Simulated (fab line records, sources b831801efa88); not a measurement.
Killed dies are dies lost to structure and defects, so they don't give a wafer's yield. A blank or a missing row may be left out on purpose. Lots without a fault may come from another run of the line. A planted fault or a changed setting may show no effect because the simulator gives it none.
A struck lot beside a sound one | flow sky130 | 15 steps out of a route of 708
Sound: wafers L573.1, L573.4, L573.6. Struck: wafers L593.2, L593.3, L593.6. The cause comes at the end.
At each step with rows: each side's tool, then ch and its chambers, then its first start. Under that, the readings that differ: sound wafers | struck wafers | difference of the means | sigmas: that difference in standard deviations of wafers without a fault.
alike: readings whose means differ by less than 2 such deviations, and words and numbers that are the same on both sides. not compared: withheld readings, readings that some wafer has no value for, bounds like >300 that may hide the same value, and numbers for which the record gives no deviation and whose values overlap.
The two part at a step that has a row with sigmas, a row that says differs or no value, or rows on one side only. Numbers that don't overlap but have no deviation are shown without sigmas and don't part them. A reading that every wafer of one side lacks parts them only if that side has two wafers or more.

first, 2 steps without rows for these wafers: SKY_LDD_HVN_PEB_05; SKY_LDD_HVN_DEVELOP_06 (develop time 60 s).
SKY_LDD_HVN_OVL_MEAS_07:
  sound on overlay-01, day 20 12:14; struck on overlay-02, day 28 04:41
  reading          | sound       | struck         | difference | sigmas
  LDD_HVN_OVL (nm) | 0.2 1.7 0.1 | -3.0 -3.8 -4.4 | -4.4       | -3
then, 1 step without rows for these wafers: SKY_LDD_HVN_IMPLANT_08.
SKY_LDD_HVN_STRIP_09: strips in O2/N2.
  sound on plasma_asher-02 ch 0,1, day 20 12:26; struck on plasma_asher-03 ch 0,1, day 28 04:52
  alike: drypump_motor_current_A, o2_flow_sccm, oes_product_au, strip_time_to_endpoint_s
  not compared: rf_hours_counter_h
SKY_LDD_HVN_TW_MEAS_10:
  sound on film_metro-02, day 20 12:32; struck on film_metro-01, day 28 04:59
  alike: LDD_HVN_TW
then, 6 steps without rows for these wafers: SKY_LDD_HVP_DEHYDRATE_00 (time 60 s); SKY_LDD_HVP_HMDS_01 (prime time 60 s); SKY_LDD_HVP_COAT_02 (resist thk 300 nm); SKY_LDD_HVP_SOFTBAKE_03 (time 60 s); SKY_LDD_HVP_EXPOSE_04 (exposes mask HVPTM, target cd 700 nm); SKY_LDD_HVP_PEB_05.
SKY_LDD_HVP_DEVELOP_06: develop time 60 s.
  sound on litho_track-01 ch 0, day 21 18:41; struck on litho_track-03 ch 0, day 29 08:37
  reading              | sound             | struck            | difference | sigmas
  developer_temp_C (C) | 22.87 23.13 22.93 | 24.07 24.01 23.95 | +1.03      | +11
SKY_LDD_HVP_OVL_MEAS_07:
  sound on overlay-02, day 21 18:50; struck on overlay-01, day 29 08:44
  alike: LDD_HVP_OVL
-- the record jumps here: 21 days lie between the struck wafers' starts before and after (it left off in module LDD_HVP and takes up again in module PAD_OPEN, whose first step shown is number 708 of the route) --
SKY_PAD_OPEN_PROBE_99:
  the record has rows for the struck wafers here (prober-02, day 50 15:57) and none for the sound ones

WHERE THEY PART
First at SKY_LDD_HVN_OVL_MEAS_07; last, within this record, at SKY_PAD_OPEN_PROBE_99.

WHY: what the simulator had put in
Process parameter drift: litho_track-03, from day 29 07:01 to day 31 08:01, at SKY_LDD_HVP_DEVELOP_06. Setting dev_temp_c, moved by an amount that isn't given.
